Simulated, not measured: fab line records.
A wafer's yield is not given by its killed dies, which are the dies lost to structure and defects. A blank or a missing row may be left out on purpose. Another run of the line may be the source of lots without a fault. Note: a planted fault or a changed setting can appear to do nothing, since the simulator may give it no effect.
fab line records	flow gf180mcu
[record] lots = 24	wafers = 72	last-day = 34
route steps=602 shown M3@414 V3@454 V4@493 MIM@503 TOP_METAL@569
lots that met no fault: from a run of the same line without faults
start-h: hours from the record's first day to the start of the lot's first wafer shown	wait-h: how many hours have passed since the lot's step before this one	" identical to the entry in the row above	L1.1+2: a row that stands for several wafers	- value missing, or start not given	* or withheld: withheld	< > ~ a bound
route shown NAME@n: a module of which the file shows steps, and the number in the route of the first	usual: average and standard deviation across the fault-free wafers	same: alike in all rows	chamber/n: place in a boat	sites: each site's reading	_std_site: how widely they spread, as a standard deviation	_edge_site: the outer-site mean with the inner-site mean subtracted	radius-mm: for every site, how far away it sits from the centre of the wafer	mask NAME#n: copy n	behind: the most recent tool/chamber to have shaped the wafer	hold: cause of the lot's hold/its duration in hours/its outcome	device: transistor that didn't switch, given as n, p or np	end of line: tests of these same wafers at the route's end	where a step has no rows: the recipe by itself	killed: dies lost to structure and defects at the first sort, not the wafer's yield	map: a wafer's dies, x killed, . not, _ none there
set.NAME: the setting that was run; set.NAME@STEP: the one run at that earlier step	model.NAME: the simulator's own value behind a step, which no gauge read
steps of the route over a sample of lots; a table a step, a row a wafer
services: the hour from which a tool's chamber was out of use, counted from the record's first day as start-h (under 0 if before that day), plus the number of hours and why
[[steps]]
[step GF_M3_RS_MEAS_05]
[recipe] thk-meas-gauge = four-point-probe	reads = TiN_of_M3_SPUTTER_04+Ti_of_M3_SPUTTER_03+AlCu_of_M3_SPUTTER_02+TiN_of_M3_SPUTTER_01+Ti_of_M3_SPUTTER_00
[usual] M3_ALCU_RS = 0.0697/0.00077
lot.wafer	tool	chamber	start-h	wait-h	M3_ALCU_RS[ohm/sq]
L074.1	film-metro-01	-	463.80	0.0	0.0698
L074.4	"	-	"	"	0.0697
L074.5	"	-	"	"	0.0696
L075.2	film-metro-03	-	470.55	0.0	0.0688
L075.3	"	-	"	"	0.0691
L075.6	"	-	"	"	0.0686
L076.1	film-metro-02	-	477.49	0.0	0.0699
L076.3	"	-	"	"	0.0693
L076.5	"	-	"	"	0.0690
L077.2	film-metro-02	-	493.36	0.0	0.0705
L077.4	"	-	"	"	0.0709
L077.5	"	-	"	"	0.0697
L078.2	film-metro-02	-	497.04	0.0	0.0701
L078.3	"	-	"	"	0.0699
L078.4	"	-	"	"	0.0698
L079.3	film-metro-03	-	511.29	0.1	0.0693
L079.4	"	-	"	"	0.0695
L079.5	"	-	"	"	0.0696
L080.1	film-metro-01	-	522.59	0.0	0.0703
L080.5	"	-	"	"	0.0701
L080.6	"	-	"	"	0.0699
L081.1	film-metro-02	-	526.65	0.0	0.0703
L081.2	"	-	"	"	0.0704
L081.5	"	-	"	"	0.0700
L082.2	film-metro-02	-	535.95	0.0	0.0695
L082.3	"	-	"	"	0.0702
L082.4	"	-	"	"	0.0704
L083.1	film-metro-03	-	547.74	0.0	0.0687
L083.2	"	-	"	"	0.0688
L083.4	"	-	"	"	0.0697
L084.1	film-metro-03	-	553.04	0.0	0.0701
L084.2	"	-	"	"	0.0708
L084.6	"	-	"	"	0.0713
L085.4	film-metro-03	-	554.57	0.1	0.0698
L085.5	"	-	"	"	0.0694
L085.6	"	-	"	"	0.0697
L086.1	film-metro-02	-	569.18	0.0	0.0684
L086.3	"	-	"	"	0.0695
L086.6	"	-	"	"	0.0683
L087.1	film-metro-01	-	576.93	0.0	0.0704
L087.4	"	-	"	"	0.0692
L087.5	"	-	"	"	0.0702
L088.2	film-metro-01	-	593.52	0.0	0.0705
L088.3	"	-	"	"	0.0706
L088.5	"	-	"	"	0.0705
L089.2	film-metro-01	-	595.82	0.0	0.0693
L089.3	"	-	"	"	0.0692
L089.4	"	-	"	"	0.0694
L090.1	film-metro-03	-	597.34	0.0	0.0693
L090.2	"	-	"	"	0.0699
L090.5	"	-	"	"	0.0698
L091.1	film-metro-01	-	615.90	0.0	0.0682
L091.5	"	-	"	"	0.0703
L091.6	"	-	"	"	0.0687
L092.1	film-metro-02	-	622.77	0.0	0.0705
L092.2	"	-	"	"	0.0701
L092.5	"	-	"	"	0.0703
L093.1	film-metro-02	-	636.80	0.0	0.0690
L093.4	"	-	"	"	0.0685
L093.6	"	-	"	"	0.0693
L094.1	film-metro-03	-	637.75	0.1	0.0699
L094.2	"	-	"	"	0.0704
L094.3	"	-	"	"	0.0709
L095.1	film-metro-01	-	641.54	0.0	0.0687
L095.3	"	-	"	"	0.0692
L095.4	"	-	"	"	0.0697
L096.1	film-metro-02	-	652.33	0.0	0.0682
L096.2	"	-	"	"	0.0680
L096.4	"	-	"	"	0.0691
L097.2	film-metro-02	-	653.95	0.0	0.0685
L097.5	"	-	"	"	0.0693
L097.6	"	-	"	"	0.0685
[step GF_V3_THK_MEAS_25]
[recipe] thk-meas-gauge = xrf	reads = W_of_V3_CVD_23
[usual] V3_W_THK = 353/7
lot.wafer	tool	chamber	start-h	wait-h	V3_W_THK[nm]
L074.1	film-metro-02	-	513.66	0.1	361
L074.4	"	-	"	"	358
L074.5	"	-	"	"	355
L075.2	film-metro-04	-	520.67	0.1	347
L075.3	"	-	"	"	360
L075.6	"	-	"	"	347
L076.1	film-metro-03	-	527.41	0.1	365
L076.3	"	-	"	"	371
L076.5	"	-	"	"	351
L077.2	film-metro-04	-	542.07	0.1	357
L077.4	"	-	"	"	356
L077.5	"	-	"	"	347
L078.2	film-metro-02	-	546.07	0.1	351
L078.3	"	-	"	"	352
L078.4	"	-	"	"	364
L079.3	film-metro-04	-	559.53	0.1	348
L079.4	"	-	"	"	343
L079.5	"	-	"	"	345
L080.1	film-metro-04	-	570.55	0.1	346
L080.5	"	-	"	"	348
L080.6	"	-	"	"	358
L081.1	film-metro-04	-	577.76	0.1	340
L081.2	"	-	"	"	354
L081.5	"	-	"	"	354
L082.2	film-metro-02	-	582.46	0.1	364
L082.3	"	-	"	"	354
L082.4	"	-	"	"	366
L083.1	film-metro-02	-	594.01	0.1	350
L083.2	"	-	"	"	353
L083.4	"	-	"	"	350
L084.1	film-metro-04	-	598.98	0.1	354
L084.2	"	-	"	"	352
L084.6	"	-	"	"	352
L085.4	film-metro-04	-	600.91	0.1	348
L085.5	"	-	"	"	348
L085.6	"	-	"	"	355
L086.1	film-metro-04	-	615.16	0.1	341
L086.3	"	-	"	"	358
L086.6	"	-	"	"	343
L087.1	film-metro-02	-	621.87	0.1	347
L087.4	"	-	"	"	356
L087.5	"	-	"	"	349
L088.2	film-metro-02	-	637.82	0.1	369
L088.3	"	-	"	"	353
L088.5	"	-	"	"	365
L089.2	film-metro-02	-	639.83	0.1	368
L089.3	"	-	"	"	367
L089.4	"	-	"	"	355
L090.1	film-metro-04	-	640.05	0.1	355
L090.2	"	-	"	"	351
L090.5	"	-	"	"	356
L091.1	film-metro-02	-	658.82	0.1	349
L091.5	"	-	"	"	347
L091.6	"	-	"	"	363
L092.1	film-metro-04	-	664.81	0.1	353
L092.2	"	-	"	"	344
L092.5	"	-	"	"	352
L093.1	film-metro-03	-	677.11	0.1	351
L093.4	"	-	"	"	351
L093.6	"	-	"	"	355
L094.1	film-metro-03	-	678.41	0.1	359
L094.2	"	-	"	"	349
L094.3	"	-	"	"	358
L095.1	film-metro-03	-	682.74	0.1	356
L095.3	"	-	"	"	361
L095.4	"	-	"	"	357
L096.1	film-metro-04	-	692.51	0.1	345
L096.2	"	-	"	"	351
L096.4	"	-	"	"	346
L097.2	film-metro-02	-	694.36	0.1	346
L097.5	"	-	"	"	358
L097.6	"	-	"	"	344
[step GF_V4_ETCH_17]
[recipe] chemistry = C4F8/O2/Ar	mask-material = KrF	target = SiO2	stop-on = TiN	source-w = 1500	bias-w = 1200	pressure-mtorr = 40	c4f8-flow-sccm = withheld	O2_flow_sccm = 6	Ar_flow_sccm = 300	time-s = withheld	target-depth-a = 6300
[usual] oes-product-au = 0.850/0.0047	rf-fwd-power-W = 1493/5
lot.wafer	tool	chamber	start-h	wait-h	oes-product-au	rf-fwd-power-W
L074.1	rie-diel-04	1	-	-	0.857	1504
L074.4	"	3	"	"	0.842	1484
L074.5	"	1	"	"	0.850	1495
L075.2	rie-diel-04	0	-	-	0.854	1501
L075.3	"	3	"	"	0.850	1496
L075.6	"	3	"	"	0.856	1490
L076.1	rie-diel-02	0	-	-	0.856	1493
L076.3	"	1	"	"	0.854	1494
L076.5	"	2	"	"	0.844	1494
L077.2	rie-diel-02	2	-	-	0.854	1502
L077.4	"	3	"	"	0.860	1496
L077.5	"	1	"	"	0.848	1496
L078.2	rie-diel-03	0	-	-	0.851	1496
L078.3	"	3	"	"	0.850	1487
L078.4	"	1	"	"	0.854	1501
L079.3	rie-diel-03	1	-	-	0.842	1496
L079.4	"	2	"	"	0.848	1493
L079.5	"	0	"	"	0.847	1488
L080.1	rie-diel-02	2	-	-	0.850	1493
L080.5	"	3	"	"	0.847	1494
L080.6	"	0	"	"	0.845	1488
L081.1	rie-diel-03	2	-	-	0.857	1491
L081.2	"	3	"	"	0.853	1492
L081.5	"	2	"	"	0.847	1492
L082.2	rie-diel-02	2	-	-	0.849	1498
L082.3	"	1	"	"	0.850	1497
L082.4	"	0	"	"	0.848	1494
L083.1	rie-diel-02	2	-	-	0.853	1494
L083.2	"	1	"	"	0.848	1496
L083.4	"	0	"	"	0.851	1488
L084.1	rie-diel-04	1	-	-	0.854	1497
L084.2	"	0	"	"	0.852	1493
L084.6	"	2	"	"	0.847	1492
L085.4	rie-diel-03	1	-	-	0.843	1499
L085.5	"	0	"	"	0.849	1482
L085.6	"	3	"	"	0.848	1491
L086.1	rie-diel-04	0	-	-	0.850	1494
L086.3	"	2	"	"	0.845	1487
L086.6	"	0	"	"	0.842	1498
L087.1	rie-diel-03	2	-	-	0.852	1491
L087.4	"	3	"	"	0.854	1499
L087.5	"	3	"	"	0.852	1497
L088.2	rie-diel-04	2	-	-	0.857	1483
L088.3	"	0	"	"	0.854	1492
L088.5	"	0	"	"	0.848	1492
L089.2	rie-diel-03	2	-	-	0.858	1492
L089.3	"	1	"	"	0.851	1490
L089.4	"	0	"	"	0.845	1480
L090.1	rie-diel-04	2	-	-	0.854	1484
L090.2	"	1	"	"	0.849	1496
L090.5	"	0	"	"	0.856	1489
L091.1	rie-diel-04	1	-	-	0.849	1498
L091.5	"	0	"	"	0.844	1495
L091.6	"	3	"	"	0.850	1497
L092.1	rie-diel-02	3	-	-	0.844	1493
L092.2	"	0	"	"	0.840	1483
L092.5	"	2	"	"	0.850	1502
L093.1	rie-diel-03	3	-	-	0.854	1494
L093.4	"	1	"	"	0.851	1497
L093.6	"	2	"	"	0.854	1496
L094.1	rie-diel-04	2	-	-	0.849	1480
L094.2	"	1	"	"	0.854	1494
L094.3	"	0	"	"	0.843	1488
L095.1	rie-diel-03	0	-	-	0.851	1488
L095.3	"	2	"	"	0.849	1500
L095.4	"	1	"	"	0.859	1499
L096.1	rie-diel-04	1	-	-	0.857	1494
L096.2	"	3	"	"	0.851	1488
L096.4	"	2	"	"	0.847	1483
L097.2	rie-diel-03	1	-	-	0.854	1496
L097.5	"	1	"	"	0.857	1500
L097.6	"	2	"	"	0.852	1488
[step GF_MIM_SPUTTER_00]
[recipe] material = Ti	target-thk-nm = 37.5	arriving-ion-energy-ev = 80	substrate-temp-c = 200	chamber-pressure-pa = 2	power-w = 4000	time-s = 150
[usual] throttle-valve-pct = 30.1/1.3
lot.wafer	tool	chamber	start-h	wait-h	throttle-valve-pct
L074.1	pvd-sputter-01	-	561.82	0.1	28.4
L074.4	"	-	"	"	30.4
L074.5	"	-	"	"	30.5
L075.2	pvd-sputter-03	-	569.78	0.2	30.5
L075.3	"	-	"	"	32.0
L075.6	"	-	"	"	32.1
L076.1	pvd-sputter-03	-	576.07	0.1	30.5
L076.3	"	-	"	"	27.9
L076.5	"	-	"	"	27.8
L077.2	pvd-sputter-03	-	588.83	0.1	28.0
L077.4	"	-	"	"	31.8
L077.5	"	-	"	"	27.8
L078.2	pvd-sputter-03	-	594.02	0.1	31.4
L078.3	"	-	"	"	27.4
L078.4	"	-	"	"	28.0
L079.3	pvd-sputter-02	-	605.87	0.1	30.6
L079.4	"	-	"	"	30.0
L079.5	"	-	"	"	30.4
L080.1	pvd-sputter-03	-	616.77	0.2	27.7
L080.5	"	-	"	"	31.9
L080.6	"	-	"	"	27.6
L081.1	pvd-sputter-03	-	623.86	0.2	31.8
L081.2	"	-	"	"	27.4
L081.5	"	-	"	"	27.9
L082.2	pvd-sputter-02	-	627.03	0.1	30.4
L082.3	"	-	"	"	31.1
L082.4	"	-	"	"	29.9
L083.1	pvd-sputter-02	-	638.68	0.2	30.7
L083.2	"	-	"	"	30.7
L083.4	"	-	"	"	30.0
L084.1	pvd-sputter-02	-	643.87	0.1	30.8
L084.2	"	-	"	"	31.1
L084.6	"	-	"	"	31.1
L085.4	pvd-sputter-02	-	645.09	0.2	30.7
L085.5	"	-	"	"	30.5
L085.6	"	-	"	"	30.6
L086.1	pvd-sputter-03	-	657.48	0.1	27.7
L086.3	"	-	"	"	31.6
L086.6	"	-	"	"	27.7
L087.1	pvd-sputter-01	-	664.52	0.1	30.3
L087.4	"	-	"	"	28.2
L087.5	"	-	"	"	30.6
L088.2	pvd-sputter-03	-	680.13	0.1	30.3
L088.3	"	-	"	"	27.4
L088.5	"	-	"	"	27.7
L089.2	pvd-sputter-03	-	681.92	0.2	27.5
L089.3	"	-	"	"	31.6
L089.4	"	-	"	"	27.4
L090.1	pvd-sputter-01	-	683.02	0.1	31.3
L090.2	"	-	"	"	28.1
L090.5	"	-	"	"	30.3
L091.1	pvd-sputter-01	-	700.18	0.1	30.2
L091.5	"	-	"	"	30.3
L091.6	"	-	"	"	31.2
L092.1	pvd-sputter-02	-	706.60	0.1	30.1
L092.2	"	-	"	"	30.7
L092.5	"	-	"	"	30.6
L093.1	pvd-sputter-02	-	717.47	0.2	29.7
L093.4	"	-	"	"	30.7
L093.6	"	-	"	"	30.0
L094.1	pvd-sputter-02	-	718.92	0.2	30.8
L094.2	"	-	"	"	30.7
L094.3	"	-	"	"	31.1
L095.1	pvd-sputter-01	-	722.59	0.1	31.2
L095.3	"	-	"	"	30.5
L095.4	"	-	"	"	30.3
L096.1	pvd-sputter-01	-	731.94	0.2	31.1
L096.2	"	-	"	"	30.1
L096.4	"	-	"	"	28.1
L097.2	pvd-sputter-02	-	734.06	0.1	30.9
L097.5	"	-	"	"	31.0
L097.6	"	-	"	"	31.0
[step GF_MIM_STRIP_20]
[recipe] chemistry = O2/N2	power-w = 1400	pressure-mtorr = 1500	platen-temp-c = 250	o2-flow-sccm = 3000	n2-flow-sccm = 300	overash-fraction = 0.5
[usual] drypump-motor-current-A = 6.2/0.3	heater-power-w = 339/14	oes-product-au = 0.692/0.0051	strip-time-to-endpoint-s = 11.24/0.033
lot.wafer	tool	chamber	start-h	wait-h	drypump-motor-current-A	heater-power-w	oes-product-au	rf-hours-counter-h	strip-time-to-endpoint-s
L074.1	plasma-asher-04	1	583.93	0.0	6.4	350	0.701	98	11.27
L074.4	"	0	"	"	6.2	315	0.698	-	11.29
L074.5	"	1	"	"	6.4	345	0.690	-	11.29
L075.2	plasma-asher-03	1	591.58	0.0	5.7	309	0.695	46	11.26
L075.3	"	0	"	"	5.7	341	0.699	-	11.27
L075.6	"	0	"	"	5.7	341	0.693	-	11.25
L076.1	plasma-asher-03	0	598.08	0.0	5.7	346	0.689	47	11.27
L076.3	"	1	"	"	5.7	322	0.689	-	11.29
L076.5	"	1	"	"	5.6	317	0.689	-	11.29
L077.2	plasma-asher-04	1	610.03	0.0	6.4	347	0.690	101	11.24
L077.4	"	1	"	"	6.4	341	0.690	-	11.25
L077.5	"	0	"	"	6.2	330	0.690	-	11.25
L078.2	plasma-asher-04	1	615.53	0.0	6.3	342	0.699	101	11.21
L078.3	"	1	"	"	6.4	337	0.693	-	11.23
L078.4	"	0	"	"	6.2	315	0.694	-	11.20
L079.3	plasma-asher-01	1	626.72	0.1	6.3	342	0.698	-	11.26
L079.4	"	0	"	"	6.6	346	0.699	-	11.32
L079.5	"	1	"	"	6.3	340	0.692	-	11.25
L080.1	plasma-asher-01	1	637.63	0.0	6.3	345	0.693	90	11.24
L080.5	"	1	"	"	6.3	338	0.687	-	11.21
L080.6	"	0	"	"	6.6	345	0.693	-	11.25
L081.1	plasma-asher-04	1	644.43	0.0	6.4	345	0.686	105	11.20
L081.2	"	0	"	"	6.2	323	0.702	105	11.24
L081.5	"	0	"	"	6.2	313	0.687	-	11.21
L082.2	plasma-asher-01	0	646.90	0.1	6.6	363	0.702	91	11.23
L082.3	"	0	"	"	6.6	353	0.697	-	11.25
L082.4	"	1	"	"	6.3	335	0.690	-	11.24
L083.1	plasma-asher-04	1	658.19	0.0	6.4	351	0.696	107	11.26
L083.2	"	0	"	"	6.2	320	0.693	107	11.27
L083.4	"	0	"	"	6.2	322	0.688	-	11.29
L084.1	plasma-asher-01	0	663.38	0.0	6.6	353	0.688	93	11.23
L084.2	"	1	"	"	6.3	345	0.689	93	11.23
L084.6	"	1	"	"	6.3	349	0.691	-	11.23
L085.4	plasma-asher-01	0	665.14	0.1	6.6	355	0.692	-	11.29
L085.5	"	1	"	"	6.3	345	0.692	-	11.27
L085.6	"	0	"	"	6.6	349	0.691	-	11.25
L086.1	plasma-asher-04	0	677.03	0.0	6.2	319	0.689	109	11.19
L086.3	"	0	"	"	6.2	320	0.684	-	11.24
L086.6	"	1	"	"	6.4	336	0.692	-	11.24
L087.1	plasma-asher-04	1	684.15	0.1	6.4	359	0.695	110	11.24
L087.4	"	1	"	"	6.4	341	0.693	-	11.25
L087.5	"	1	"	"	6.4	342	0.693	-	11.31
L088.2	plasma-asher-03	1	699.03	0.0	5.6	325	0.686	52	11.23
L088.3	"	1	"	"	5.6	327	0.695	-	11.18
L088.5	"	0	"	"	5.8	345	0.690	-	11.21
L089.2	plasma-asher-01	0	701.14	0.0	6.6	362	0.689	96	11.22
L089.3	"	0	"	"	6.6	351	0.680	-	11.24
L089.4	"	1	"	"	6.2	343	0.684	-	11.22
L090.1	plasma-asher-04	1	701.63	0.0	6.4	344	0.695	112	11.24
L090.2	"	0	"	"	6.2	323	0.706	112	11.19
L090.5	"	1	"	"	6.4	340	0.690	-	11.24
L091.1	plasma-asher-03	0	718.49	0.0	5.7	347	0.689	54	11.27
L091.5	"	1	"	"	5.7	318	0.693	-	11.28
L091.6	"	0	"	"	5.7	337	0.696	-	11.23
L092.1	plasma-asher-03	0	724.98	0.0	5.7	349	0.698	55	11.28
L092.2	"	1	"	"	5.6	318	0.693	55	11.22
L092.5	"	0	"	"	5.7	330	0.692	-	11.24
L093.1	plasma-asher-01	0	735.16	0.1	6.6	359	0.680	100	11.19
L093.4	"	0	"	"	6.6	353	0.693	-	11.17
L093.6	"	0	"	"	6.6	353	0.687	-	11.19
L094.1	plasma-asher-01	1	736.65	0.1	6.2	337	0.687	100	11.26
L094.2	"	0	"	"	6.6	359	0.694	100	11.27
L094.3	"	0	"	"	6.6	351	0.684	-	11.20
L095.1	plasma-asher-01	0	740.61	0.1	6.6	351	0.691	100	11.22
L095.3	"	0	"	"	6.6	358	0.696	-	11.25
L095.4	"	1	"	"	6.3	345	0.698	-	11.25
L096.1	plasma-asher-04	0	749.44	0.0	6.2	329	0.696	1	11.28
L096.2	"	1	"	"	6.4	332	0.693	1	11.28
L096.4	"	0	"	"	6.2	325	0.697	-	11.28
L097.2	plasma-asher-01	1	751.16	0.1	6.2	343	0.690	102	11.28
L097.5	"	1	"	"	6.3	343	0.688	-	11.24
L097.6	"	0	"	"	6.6	363	0.696	-	11.28
[step GF_TOP_METAL_SPUTTER_02]
[recipe] material = AlCu	target-thk-nm = 900	power-w = 10600	chamber-pressure-pa = 0.3	substrate-temp-c = 250	gas = Ar	time-s = 47.82
[usual] throttle-valve-pct = 30.0/1.2
lot.wafer	tool	chamber	start-h	wait-h	throttle-valve-pct
L074.1	pvd-sputter-02	-	629.71	0.0	31.0
L074.4	"	-	"	"	30.5
L074.5	"	-	"	"	29.9
L075.2	pvd-sputter-04	-	637.01	0.0	29.5
L075.3	"	-	"	"	30.0
L075.6	"	-	"	"	29.4
L076.1	pvd-sputter-03	-	642.79	0.0	32.1
L076.3	"	-	"	"	27.7
L076.5	"	-	"	"	27.7
L077.2	pvd-sputter-02	-	653.13	0.0	29.9
L077.4	"	-	"	"	30.8
L077.5	"	-	"	"	31.0
L078.2	pvd-sputter-04	-	658.35	0.0	30.1
L078.3	"	-	"	"	29.4
L078.4	"	-	"	"	30.2
L079.3	pvd-sputter-02	-	669.53	0.0	30.7
L079.4	"	-	"	"	30.8
L079.5	"	-	"	"	30.0
L080.1	pvd-sputter-02	-	679.28	0.0	30.8
L080.5	"	-	"	"	30.9
L080.6	"	-	"	"	29.7
L081.1	pvd-sputter-03	-	687.07	0.0	27.6
L081.2	"	-	"	"	27.7
L081.5	"	-	"	"	27.8
L082.2	pvd-sputter-04	-	688.93	0.0	29.7
L082.3	"	-	"	"	29.4
L082.4	"	-	"	"	30.7
L083.1	pvd-sputter-03	-	699.66	0.0	27.6
L083.2	"	-	"	"	31.7
L083.4	"	-	"	"	27.5
L084.1	pvd-sputter-04	-	704.38	0.0	29.9
L084.2	"	-	"	"	30.4
L084.6	"	-	"	"	30.0
L085.4	pvd-sputter-04	-	705.50	0.0	30.4
L085.5	"	-	"	"	29.5
L085.6	"	-	"	"	30.4
L086.1	pvd-sputter-03	-	716.97	0.0	30.2
L086.3	"	-	"	"	27.5
L086.6	"	-	"	"	30.4
L087.1	pvd-sputter-03	-	724.19	0.0	28.0
L087.4	"	-	"	"	30.5
L087.5	"	-	"	"	27.4
L088.2	pvd-sputter-03	-	738.27	0.0	30.6
L088.3	"	-	"	"	31.9
L088.5	"	-	"	"	27.8
L089.2	pvd-sputter-03	-	740.15	0.0	31.8
L089.3	"	-	"	"	27.8
L089.4	"	-	"	"	30.3
L090.1	pvd-sputter-04	-	740.45	0.0	29.4
L090.2	"	-	"	"	30.2
L090.5	"	-	"	"	30.4
L091.1	pvd-sputter-02	-	756.08	0.0	30.6
L091.5	"	-	"	"	30.8
L091.6	"	-	"	"	31.1
L092.1	pvd-sputter-02	-	762.21	0.0	29.9
L092.2	"	-	"	"	30.8
L092.5	"	-	"	"	30.0
L093.1	pvd-sputter-02	-	770.90	0.0	29.8
L093.4	"	-	"	"	30.6
L093.6	"	-	"	"	30.8
L094.1	pvd-sputter-03	-	773.20	0.0	30.7
L094.2	"	-	"	"	31.6
L094.3	"	-	"	"	27.8
L095.1	pvd-sputter-03	-	775.67	0.0	31.9
L095.3	"	-	"	"	30.7
L095.4	"	-	"	"	31.8
L096.1	pvd-sputter-04	-	785.27	0.0	30.4
L096.2	"	-	"	"	29.3
L096.4	"	-	"	"	30.3
L097.2	pvd-sputter-02	-	786.32	0.0	30.5
L097.5	"	-	"	"	30.8
L097.6	"	-	"	"	30.7
[[services]]
tool	chamber	start-h	hours	kind
rie-diel-03	-	542.88	0.1	repair
rie-diel-04	3	586.40	6.2	repair
pvd-sputter-04	-	596.07	2.4	repair
pvd-sputter-01	-	603.84	2.5	repair
rie-diel-03	2	610.34	9.5	repair
rie-diel-04	-	620.41	2.8	pm
pvd-sputter-01	-	629.59	5.7	repair
pvd-sputter-03	-	633.66	1.8	repair
rie-diel-03	2	643.47	3.8	repair
pvd-sputter-01	-	644.40	3.5	repair
rie-diel-04	-	647.46	1.2	repair
pvd-sputter-02	-	664.62	0.8	repair
pvd-sputter-03	-	665.61	1.4	repair
rie-diel-03	-	668.58	0.4	repair
pvd-sputter-04	-	677.23	2.5	repair
plasma-asher-04	-	678.98	2.2	repair
pvd-sputter-04	-	680.46	2.8	repair
plasma-asher-01	-	685.22	14.6	pm
rie-diel-03	1	697.32	3.7	repair
rie-diel-04	-	726.13	4.3	pm
plasma-asher-04	-	733.75	9.0	pm
plasma-asher-01	-	755.06	4.3	pm
pvd-sputter-04	-	766.12	3.1	repair
rie-diel-04	3	785.51	5.5	repair
[[key]]
fault none
